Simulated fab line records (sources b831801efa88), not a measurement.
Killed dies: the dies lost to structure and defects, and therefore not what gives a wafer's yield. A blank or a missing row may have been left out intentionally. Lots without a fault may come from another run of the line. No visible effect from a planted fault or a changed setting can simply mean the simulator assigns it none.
Struck lot and sound lot, side by side || flow gf180mcu || 24 steps out of a route of 602
Sound: wafers L393.2, L393.3, L393.4. Struck: wafer L410.3. (L410.6 of the same lot was not struck and is left out.) The cause comes at the end.
At each step with rows: each side's tool, then ch and its chambers, then its first start. Under that, the readings that differ: sound wafers || struck wafers || difference of the means || sigmas: that difference in standard deviations of wafers without a fault.
alike: readings whose means differ by less than 2 such deviations, and words and numbers that are the same on both sides. not compared: withheld readings, readings that some wafer has no value for, bounds like >300 that may hide the same value, and numbers for which the record gives no deviation and whose values overlap.
Wherever a step has rows on one side only, a row that says differs or no value, or a row with sigmas, the two part there. Non-overlapping numbers with no deviation appear without sigmas and do not part them. A reading that every wafer of one side lacks parts them only if that side has two wafers or more.

GF_M5_STRIP_11: strips in O2/N2.
  sound on plasmaAsher-04 ch 0,1, day 28 04:19; struck on plasmaAsher-02 ch 1, day 32 17:11
  alike: drypumpMotorCurrentA, heaterPowerW, n2FlowSccm, oesProductAu, stripTimeToEndpointS
  not compared: rfHoursCounterH
then, 3 steps without rows for these wafers: GF_M5_STRIP_12 (strips in post etch residue remover, time 1200 s); GF_M5_CLEAN_13 (cleans in DIW); GF_V5_CVD_00 (deposits SiO2, target thk 300 nm, time 50 s).
GF_V5_THK_MEAS_01:
  sound on filmMetro-01 at day 28 04:54; struck on filmMetro-02 at day 32 18:19
{"reading": "V5_CVD_00_THK (nm)", "sound": "297 296 292", "struck": 303, "difference": "+8", "sigmas": "+2"}
GF_V5_CVD_02: deposits SiO2 from TEOS, target thk 1450 nm, time 163.28 s.
  sound on pecvd-01 ch 0,1, day 28 04:57; struck on pecvd-04 ch 0, day 32 18:22
  alike: heaterPowerW
GF_V5_THK_MEAS_03:
  sound on filmMetro-03 at day 28 05:04; struck on filmMetro-01 at day 32 18:29
  alike: V5_CVD_02_THK
GF_V5_CMP_04: polishes SiO2.
  sound on cmp-02 ch 0,2,3, day 28 05:10; struck on cmp-01 ch 0, day 32 18:37
  alike: edgeZonePressureFrac, motorCurrentA
GF_V5_BOW_MEAS_05:
  sound on filmMetro-01 at day 28 05:26; struck on filmMetro-01 at day 32 18:52
  alike: V5_BOW
then, 3 steps without rows for these wafers: GF_V5_DEHYDRATE_06 (time 60 s); GF_V5_HMDS_07 (prime time 60 s); GF_V5_COAT_08.
GF_V5_COAT_09: resist thk 1000 nm.
  sound on lithoTrack-04 ch 0, day 28 14:00; struck on lithoTrack-04 ch 0, day 33 02:00
{"reading": "model.KrF_of_V5_COAT_09.thkNm (nm)", "sound": "998 998.2 1000", "struck": 1111, "difference": "+112", "sigmas": ""}
then, 3 steps without rows for these wafers: GF_V5_SOFTBAKE_10 (time 60 s); GF_V5_EXPOSE_11 (exposes mask Via5, target cd 260 nm); GF_V5_PEB_12 (peb time 90 s).
GF_V5_DEVELOP_13: develop time 60 s.
  sound on lithoTrack-01 ch 0, day 29 00:10; struck on lithoTrack-04 ch 0, day 33 10:36
{"reading": "model.KrF_of_V5_COAT_09.thkNm (nm)", "sound": "983.1 983.3 985.3", "struck": 1096, "difference": "+112", "sigmas": ""}
GF_V5_CD_MEAS_14: target cd 260 nm.
  sound on cdSem-01 at day 29 00:19; struck on cdSem-02 at day 33 10:44
{"reading": "cdNm (nm)", "sound": "258.9 259.2 259.3", "struck": 255.0, "difference": -4.1, "sigmas": -3}
GF_V5_OVL_MEAS_15:
  sound on overlay-01 at day 29 00:25; struck on overlay-01 at day 33 10:50
  alike: V5_OVL
GF_V5_ETCH_16: etches BARC in N2/H2.
  sound on rieDiel-01 ch 0,1,3, day 29 00:27; struck on rieDiel-02 ch 3, day 33 10:51
{"reading": "model.V5.cdNm (nm)", "sound": "259.1 259.8 260.3", "struck": 255.8, "difference": -3.9, "sigmas": ""}
  alike: drypumpMotorCurrentA, h2FlowSccm, n2FlowSccm, oesProductAu, throttleValvePct
GF_V5_ETCH_17: etches SiO2 in C4F8/O2/Ar, stops on TiN, target depth 855 nm.
  sound: rieDiel-01 ch 0,1,3; struck: rieDiel-02 ch 3
{"reading": "model.V5.cdNm (nm)", "sound": "258.7 259.9 261", "struck": 254.9, "difference": -5.0, "sigmas": ""}
  alike: oesProductAu
GF_V5_STRIP_18: strips in O2/N2.
  sound on plasmaAsher-04 ch 0,1, day 29 00:37; struck on plasmaAsher-03 ch 0, day 33 11:02
{"reading": "heaterPowerW (W)", "sound": "294 303 317", "struck": 432, "difference": "+127", "sigmas": "+3"}
{"reading": "n2FlowSccm (sccm)", "sound": "300.4 301.2 301.0", "struck": 298.9, "difference": -2.0, "sigmas": -2}
{"reading": "oesProductAu (a.u.)", "sound": "0.560 0.564 0.564", "struck": 0.620, "difference": "+0.057", "sigmas": "+11"}
  alike: drypumpMotorCurrentA
  not compared: rfHoursCounterH
then, 1 step without rows for these wafers: GF_V5_STRIP_19 (strips in post etch residue remover, time 1200 s).
GF_PASSIVATION_PROBE_99:
  rows exist in the record for the struck wafers here (prober-02, day 34 22:24), but not for the sound ones

WHERE THEY PART
At GF_V5_THK_MEAS_01 first; at GF_PASSIVATION_PROBE_99 last (within this record only).

WHY: whatever the simulator had introduced
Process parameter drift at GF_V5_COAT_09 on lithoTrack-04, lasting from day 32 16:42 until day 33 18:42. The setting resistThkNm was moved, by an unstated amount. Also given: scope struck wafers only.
